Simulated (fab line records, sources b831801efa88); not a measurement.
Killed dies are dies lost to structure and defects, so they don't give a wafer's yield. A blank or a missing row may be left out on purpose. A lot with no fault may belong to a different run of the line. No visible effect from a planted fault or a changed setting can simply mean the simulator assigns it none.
Chamber matching | flow sky130 | SKY_FIELD_ISO_ETCH_17 on rieSi-01: 4 sister chambers
The step etches Si in HBr/Cl2/O2, target depth 342 nm, time 97.7 s. 8 wafers are shown with their chamber, then 9 later ones without.

## WAFERS WITH THEIR CHAMBER
wafer  | chamber | drypumpMotorCurrentA (A) | oesProductAu (a.u.)
L299.3 | 0       | 5.5                      | 1.007
L299.6 | 1       | 6.2                      | 1.013
L301.1 | 2       | 5.8                      | 1.016
L301.3 | 1       | 6.2                      | 1.025
L301.4 | 3       | 6.2                      | 0.996
L302.4 | 2       | 5.7                      | 1.014
L302.5 | 0       | 5.6                      | 0.999
L302.6 | 3       | 6.2                      | 0.978

## WAFERS WITHOUT THEIR CHAMBER
wafer  | drypumpMotorCurrentA (A) | oesProductAu (a.u.)
L303.2 | 5.5                      | 0.990
L303.3 | 6.2                      | 0.986
L303.6 | 6.2                      | 1.020
L304.2 | 6.2                      | 1.025
L304.3 | 6.2                      | 0.997
L304.5 | 5.5                      | 1.001
L314.3 | 5.5                      | 0.992
L314.4 | 6.2                      | 0.978
L314.5 | 5.5                      | 0.982

## CHAMBER TAKEN BY EACH
wafer  | from the rows above     | in truth
L303.2 | 0                       | 0
L303.3 | 3                       | 3
L303.6 | 1                       | 1
L304.2 | 1                       | 1
L304.3 | can't be placed: 3 or 1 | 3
L304.5 | 0                       | 0
L314.3 | 0                       | 0
L314.4 | 3                       | 3
L314.5 | 0                       | 0
Correctly placed: 8 of 9. These rows do not allow placing 1 (true chamber among the candidates in 1). Placed wrongly: 0.
How it was worked out, from the rows above alone: a wafer's distance from a chamber is the root of the sum, over the readings, of the square of ((its reading less the chamber's mean) divided by the reading's scatter). The wafer belongs to the nearest chamber; if the next one is less than 2 further off, it can't be placed. Each chamber's mean is taken over the wafers shown for it. How the scatter is found: for the shown wafers, subtract from each reading the mean of its chamber, square and add these, divide the total by (wafers less chambers), then take the root.
